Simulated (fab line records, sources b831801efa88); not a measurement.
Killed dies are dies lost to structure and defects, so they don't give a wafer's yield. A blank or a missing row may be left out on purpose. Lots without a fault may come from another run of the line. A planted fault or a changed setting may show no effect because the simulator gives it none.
fab line records | flow sky130
record lots=9 wafers=27 last_day=51
route steps=708 shown VIA2@520 CAPM@539
lots that met no fault: from a run of the same line without faults
start_h: hours from the record's first day to the start of the lot's first wafer shown | wait_h: hours since the lot's step before | " the same as in the row above | L1.1+2: a row that stands for several wafers | - no value, or no start given | * or withheld: withheld | < > ~ a bound
route shown NAME@n: a module of which the file shows steps, and the number in the route of the first | usual: mean/standard deviation of fault-free wafers | same: alike in all rows | chamber/n: place in a boat | sites: the reading at each site | _std_site: their standard deviation | _edge_site: outer sites' mean less inner sites' | radius_mm: how far each site lies from the wafer's centre | mask NAME#n: copy n | behind: the tool/chamber that last shaped the wafer | hold: why the lot was held/for how many hours/how that ended | device: the transistor (n, p or np) that didn't switch | end of line: the same wafers' tests at the end of the route | a step without rows: its recipe alone | killed: dies lost to structure and defects at the first sort, not the wafer's yield | map: a wafer's dies, x killed, . not, _ none there
set.NAME: the setting as run; set.NAME@STEP: as run at that earlier step | model.NAME: the simulator's own value behind a step, which no gauge read
steps of the route over a sample of lots; a table a step, a row a wafer
services: from which hour (start_h, from the record's first day; less than 0 if before it) a tool's chamber was out of use, for how many hours, and why
## steps
# step SKY_VIA2_OVL_MEAS_13
# usual VIA2_OVL=-1/4.9
# columns lot.wafer tool chamber start_h wait_h VIA2_OVL[nm]
L588.3 overlay-01 - 885.52 0.1 -2
L588.4 " - " " -3
L588.6 " - " " -1
L590.1 overlay-01 - 896.90 0.1 1
L590.2 " - " " 5
L590.3 " - " " 0
L591.1 overlay-02 - 905.60 0.1 -5
L591.4 " - " " -2
L591.5 " - " " -5
L599.4 overlay-02 - 972.30 0.1 -5
L599.5 " - " " 0
L599.6 " - " " -7
L601.1 overlay-02 - 984.63 0.1 9
L601.3 " - " " 6
L601.4 " - " " -1
L602.1 overlay-02 - 988.53 0.1 3
L602.5 " - " " 6
L602.6 " - " " 8
L603.3 overlay-02 - 989.42 0.1 -11
L603.4 " - " " -7
L603.5 " - " " -8
L606.1 overlay-02 - 1007.48 0.1 4
L606.5 " - " " -3
L606.6 " - " " -8
L610.1 overlay-02 - 1025.06 0.1 -3
L610.2 " - " " -3
L610.4 " - " " 4
# step SKY_VIA2_ETCH_14
# recipe chemistry=N2/H2 target=BARC ion_energy_ev=200 source_w=500 bias_w=100 pressure_mtorr=30 n2_flow_sccm=100 h2_flow_sccm=200 stop_on=SiO2 time_s=45.9 target_depth_a=600
# usual drypump_motor_current_A=5.8/0.36 oes_product_au=0.855/0.0046 rf_fwd_power_W=494.8/2 throttle_valve_pct=13.224/0.0089
# columns lot.wafer tool chamber start_h wait_h drypump_motor_current_A oes_product_au rf_fwd_power_W rf_hours_counter_h throttle_valve_pct
L588.3 rie_diel-03 1 885.54 0.0 6.4 0.853 496.4 7 13.226
L588.4 " 2 " " 5.6 0.855 494.0 16 13.228
L588.6 " 1 " " 6.4 0.856 493.6 - 13.224
L590.1 rie_diel-04 2 896.93 0.0 5.4 0.852 495.8 13 13.214
L590.2 " 0 " " 5.5 0.849 497.0 17 13.225
L590.3 " 3 " " 5.5 0.857 493.2 11 13.235
L591.1 rie_diel-04 3 905.64 0.0 5.5 0.854 496.0 11 13.234
L591.4 " 2 " " 5.5 0.854 497.1 13 13.222
L591.5 " 0 " " 5.4 0.856 495.4 - 13.216
L599.4 rie_diel-04 1 972.31 0.0 5.9 0.850 494.8 24 13.238
L599.5 " 3 " " 5.4 0.863 491.6 - 13.219
L599.6 " 0 " " 5.5 0.849 494.3 - 13.223
L601.1 rie_diel-03 2 984.66 0.0 5.6 0.853 494.8 19 13.214
L601.3 " 3 " " 5.4 0.856 493.7 8 13.209
L601.4 " 1 " " 6.4 0.857 493.2 10 13.235
L602.1 rie_diel-03 2 988.56 0.0 5.6 0.851 492.3 19 13.227
L602.5 " 1 " " 6.4 0.850 491.2 - 13.225
L602.6 " 2 " " 5.6 0.857 495.2 - 13.214
L603.3 rie_diel-04 2 989.44 0.0 5.5 0.858 493.3 16 13.203
L603.4 " 0 " " 5.4 0.851 495.2 20 13.209
L603.5 " 3 " " 5.5 0.867 494.6 - 13.223
L606.1 rie_diel-03 0 1007.51 0.0 6.0 0.857 495.1 7 13.213
L606.5 " 0 " " 6.1 0.857 495.7 - 13.212
L606.6 " 2 " " 5.6 0.864 495.4 - 13.217
L610.1 rie_diel-01 1 1025.09 0.0 6.1 0.853 493.4 20 13.223
L610.2 " 3 " " 5.3 0.855 497.7 10 13.220
L610.4 " 0 " " 5.9 0.850 494.4 23 13.215
# step SKY_CAPM_SPUTTER_02
# recipe material=TiN target_thk_nm=200 temp_c=300 power_w=6500 time_s=166.7 chamber_pressure_pa=0.4
# usual throttle_valve_pct=29.9/0.94
# columns lot.wafer tool chamber start_h wait_h throttle_valve_pct
L588.3 pvd_sputter-02 - 887.32 0.0 29.9
L588.4 " - " " 30.1
L588.6 " - " " 30.1
L590.1 pvd_sputter-01 - 898.57 0.1 28.5
L590.2 " - " " 30.6
L590.3 " - " " 30.2
L591.1 pvd_sputter-02 - 907.35 0.1 30.1
L591.4 " - " " 30.8
L591.5 " - " " 30.1
L599.4 pvd_sputter-01 - 974.05 0.0 30.1
L599.5 " - " " 28.2
L599.6 " - " " 30.9
L601.1 pvd_sputter-01 - 986.38 0.1 30.1
L601.3 " - " " 30.1
L601.4 " - " " 30.7
L602.1 pvd_sputter-04 - 990.21 0.1 29.1
L602.5 " - " " 29.3
L602.6 " - " " 31.4
L603.3 pvd_sputter-01 - 991.11 0.0 28.5
L603.4 " - " " 30.0
L603.5 " - " " 30.9
L606.1 pvd_sputter-02 - 1009.27 0.1 28.2
L606.5 " - " " 31.1
L606.6 " - " " 28.3
L610.1 pvd_sputter-02 - 1026.71 0.1 30.1
L610.2 " - " " 28.0
L610.4 " - " " 30.8
# step SKY_CAPM_RS_MEAS_03
# recipe thk_meas_gauge=four-point-probe reads=TiN_of_CAPM_SPUTTER_02
# usual CAPM_TIN_RS=6.93/0.087
# columns lot.wafer tool chamber start_h wait_h CAPM_TIN_RS[ohm/sq]
L588.3 film_metro-04 - 887.47 0.1 6.70
L588.4 " - " " 6.73
L588.6 " - " " 6.73
L590.1 film_metro-03 - 898.68 0.1 6.94
L590.2 " - " " 6.94
L590.3 " - " " 6.88
L591.1 film_metro-01 - 907.46 0.1 6.95
L591.4 " - " " 7.05
L591.5 " - " " 6.99
L599.4 film_metro-01 - 974.22 0.1 6.86
L599.5 " - " " 7.01
L599.6 " - " " 6.99
L601.1 film_metro-03 - 986.49 0.1 6.87
L601.3 " - " " 6.92
L601.4 " - " " 16.13
L602.1 film_metro-04 - 990.32 0.1 6.95
L602.5 " - " " 7.00
L602.6 " - " " 6.97
L603.3 film_metro-01 - 991.26 0.1 6.99
L603.4 " - " " 15.54
L603.5 " - " " 15.99
L606.1 film_metro-04 - 1009.38 0.1 6.87
L606.5 " - " " 6.92
L606.6 " - " " 6.84
L610.1 film_metro-01 - 1026.82 0.1 6.93
L610.2 " - " " 7.00
L610.4 " - " " 7.10
# step SKY_CAPM_THK_MEAS_04
# recipe thk_meas_gauge=xrf reads=TiN_of_CAPM_SPUTTER_02
# usual CAPM_TIN_THK=201.3/2.6
# columns lot.wafer tool chamber start_h wait_h CAPM_TIN_THK[nm]
L588.3 film_metro-04 - 887.57 0.1 207.6
L588.4 " - " " 206.3
L588.6 " - " " 205.2
L590.1 film_metro-03 - 898.80 0.1 200.3
L590.2 " - " " 199.9
L590.3 " - " " 202.2
L591.1 film_metro-01 - 907.58 0.1 199.9
L591.4 " - " " 197.6
L591.5 " - " " 200.0
L599.4 film_metro-01 - 974.31 0.1 204.1
L599.5 " - " " 200.8
L599.6 " - " " 201.0
L601.1 film_metro-03 - 986.61 0.1 203.3
L601.3 " - " " 200.4
L601.4 " - " " 88.7
L602.1 film_metro-04 - 990.44 0.1 199.5
L602.5 " - " " 198.6
L602.6 " - " " 199.2
L603.3 film_metro-01 - 991.36 0.1 199.6
L603.4 " - " " 92.0
L603.5 " - " " 90.0
L606.1 film_metro-04 - 1009.50 0.1 201.3
L606.5 " - " " 200.4
L606.6 " - " " 202.2
L610.1 film_metro-01 - 1026.94 0.1 202.6
L610.2 " - " " 200.0
L610.4 " - " " 197.0
# step SKY_CAPM_METAL_ETCH_13
# recipe target_depth_nm=220 stop_on=SiO2 chemistry=Cl2/BCl3 target=TiN pressure_mtorr=10 icp_w=900 bias_w=48.5 Cl2_flow_sccm=60 bcl3_flow_sccm=30 time_s=62.9
# usual drypump_motor_current_A=5.5/0.63 oes_product_au=0.941/0.0081 rf_fwd_power_W=894/3.4 throttle_valve_pct=21.902/0.0089
# columns lot.wafer tool chamber start_h wait_h drypump_motor_current_A oes_product_au rf_fwd_power_W rf_hours_counter_h throttle_valve_pct
L588.3 rie_metal-02 1 913.47 0.1 6.1 0.965 892 - 21.887
L588.4 " 1 " " 6.1 0.958 889 - 21.886
L588.6 " 1 " " 6.1 0.949 891 - 21.886
L590.1 rie_metal-02 1 924.37 0.0 6.1 0.939 894 19 21.900
L590.2 " 0 " " 4.9 0.938 885 0 21.902
L590.3 " 0 " " 4.9 0.948 884 - 21.904
L591.1 rie_metal-01 0 932.52 0.0 6.4 0.930 893 12 21.888
L591.4 " 0 " " 6.3 0.936 892 - 21.907
L591.5 " 0 " " 6.3 0.939 896 - 21.900
L599.4 rie_metal-03 1 996.79 0.0 4.9 0.943 896 - 21.895
L599.5 " 0 " " 5.3 0.942 898 - 21.904
L599.6 " 1 " " 4.9 0.937 898 - 21.914
L601.1 rie_metal-03 1 1008.41 0.0 4.9 0.945 896 6 21.889
L601.3 " 0 " " 5.3 0.932 895 - 21.913
L601.4 " 1 " " 5.0 0.624 895 - 22.107
L602.1 rie_metal-02 1 1011.62 0.0 6.1 0.934 897 4 21.917
L602.5 " 1 " " 6.1 0.933 893 - 21.887
L602.6 " 0 " " 4.9 0.939 890 - 21.906
L603.3 rie_metal-01 1 1013.20 0.0 4.7 0.931 895 - 21.897
L603.4 " 0 " " 6.3 0.635 896 - 22.097
L603.5 " 1 " " 4.7 0.631 899 - 22.094
L606.1 rie_metal-03 0 1028.71 0.0 5.3 0.942 898 9 21.888
L606.5 " 0 " " 5.3 0.955 899 - 21.898
L606.6 " 1 " " 4.9 0.941 893 - 21.900
L610.1 rie_metal-01 0 1045.17 0.0 6.3 0.940 895 18 21.889
L610.2 " 1 " " 4.7 0.943 894 6 21.900
L610.4 " 1 " " 4.7 0.925 897 - 21.913
# step SKY_CAPM_STRIP_14
# recipe chemistry=O2/N2 power_w=1400 pressure_mtorr=1500 platen_temp_c=withheld o2_flow_sccm=3000 n2_flow_sccm=300 overash_fraction=0.5
# usual drypump_motor_current_A=5.9/0.59 oes_product_au=0.710/0.0042 strip_time_to_endpoint_s=12.64/0.048
# columns lot.wafer tool chamber start_h wait_h drypump_motor_current_A oes_product_au rf_hours_counter_h strip_time_to_endpoint_s
L588.3 plasma_asher-01 0 913.61 0.1 5.1 0.712 - 12.71
L588.4 " 1 " " 5.6 0.711 - 12.75
L588.6 " 1 " " 5.6 0.713 - 12.74
L590.1 plasma_asher-03 0 924.45 0.1 5.9 0.709 112 12.64
L590.2 " 1 " " 6.8 0.716 112 12.65
L590.3 " 1 " " 6.8 0.706 - 12.65
L591.1 plasma_asher-01 1 932.68 0.1 5.6 0.714 81 12.64
L591.4 " 0 " " 5.1 0.714 - 12.61
L591.5 " 0 " " 5.2 0.718 - 12.58
L599.4 plasma_asher-01 1 996.87 0.1 5.6 0.712 - 12.67
L599.5 " 1 " " 5.6 0.710 - 12.69
L599.6 " 0 " " 5.2 0.712 - 12.69
L601.1 plasma_asher-03 0 1008.49 0.1 5.9 0.711 121 12.64
L601.3 " 1 " " 6.8 0.715 - 12.68
L601.4 " 0 " " 5.9 0.719 - 12.67
L602.1 plasma_asher-01 1 1011.70 0.1 5.6 0.706 90 12.71
L602.5 " 0 " " 5.1 0.714 - 12.69
L602.6 " 1 " " 5.6 0.709 - 12.67
L603.3 plasma_asher-04 1 1013.28 0.1 6.3 0.715 - 12.61
L603.4 " 0 " " 6.5 0.714 - 12.57
L603.5 " 1 " " 6.3 0.703 - 12.58
L606.1 plasma_asher-01 0 1028.79 0.1 5.1 0.718 92 12.66
L606.5 " 1 " " 5.6 0.706 - 12.63
L606.6 " 0 " " 5.1 0.703 - 12.59
L610.1 plasma_asher-04 0 1045.25 0.1 6.5 0.708 27 12.64
L610.2 " 1 " " 6.3 0.712 27 12.66
L610.4 " 1 " " 6.3 0.706 - 12.64
## services
# columns tool chamber start_h hours kind
rie_diel-01 1 874.72 30.3 repair
rie_metal-02 0 883.91 3.9 repair
pvd_sputter-04 - 883.97 4.0 repair
rie_diel-01 2 893.18 16.8 repair
rie_metal-02 0 895.10 - clean
rie_metal-02 0 895.10 19.6 scheduled_down
rie_metal-02 0 895.10 19.6 vent_cycle
plasma_asher-04 - 895.50 4.2 repair
rie_metal-01 1 903.30 10.6 repair
rie_diel-03 1 903.36 2.0 repair
pvd_sputter-02 - 929.69 2.3 repair
pvd_sputter-04 - 945.86 9.6 repair
plasma_asher-04 - 949.84 7.5 repair
rie_diel-04 0 978.09 6.8 repair
rie_diel-04 2 980.28 8.7 repair
rie_metal-02 - 989.58 2.2 repair
pvd_sputter-01 1 991.22 - consumable_replace:kit
pvd_sputter-01 1 991.22 18.0 scheduled_down
pvd_sputter-01 1 991.22 18.0 vent_cycle
plasma_asher-04 - 994.23 6.3 repair
rie_diel-03 3 1002.08 14.8 repair
rie_diel-04 2 1005.42 19.4 repair
pvd_sputter-02 - 1035.07 0.5 repair
pvd_sputter-04 - 1045.03 1.1 repair
## key
first_sign step=SKY_CAPM_RS_MEAS_03 reading=CAPM_TIN_RS direction=up sigmas=99+ usual=6.93 struck=15.89
effect step=SKY_CAPM_THK_MEAS_04 reading=CAPM_TIN_THK direction=down sigmas=42 usual=201.3 struck=90.2
effect step=SKY_CAPM_METAL_ETCH_13 reading=oes_product_au direction=down sigmas=39 usual=0.941 struck=0.630
met_at SKY_CAPM_SPUTTER_02
struck_lots L601,L603
struck_wafers L601.4,L603.4,L603.5
not_acting_at SKY_VIA2_OVL_MEAS_13,SKY_VIA2_ETCH_14,SKY_CAPM_STRIP_14
onset_between 974.05 986.38
fault kind=process_parameter_drift tool=pvd_sputter-01 chamber=- onset_h=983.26 steps=SKY_CAPM_SPUTTER_02 channel=target_thk_nm offset=-110.28 shape=step end_h=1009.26 scope=struck_wafers_only acts_in=these_recipes_only stated=200
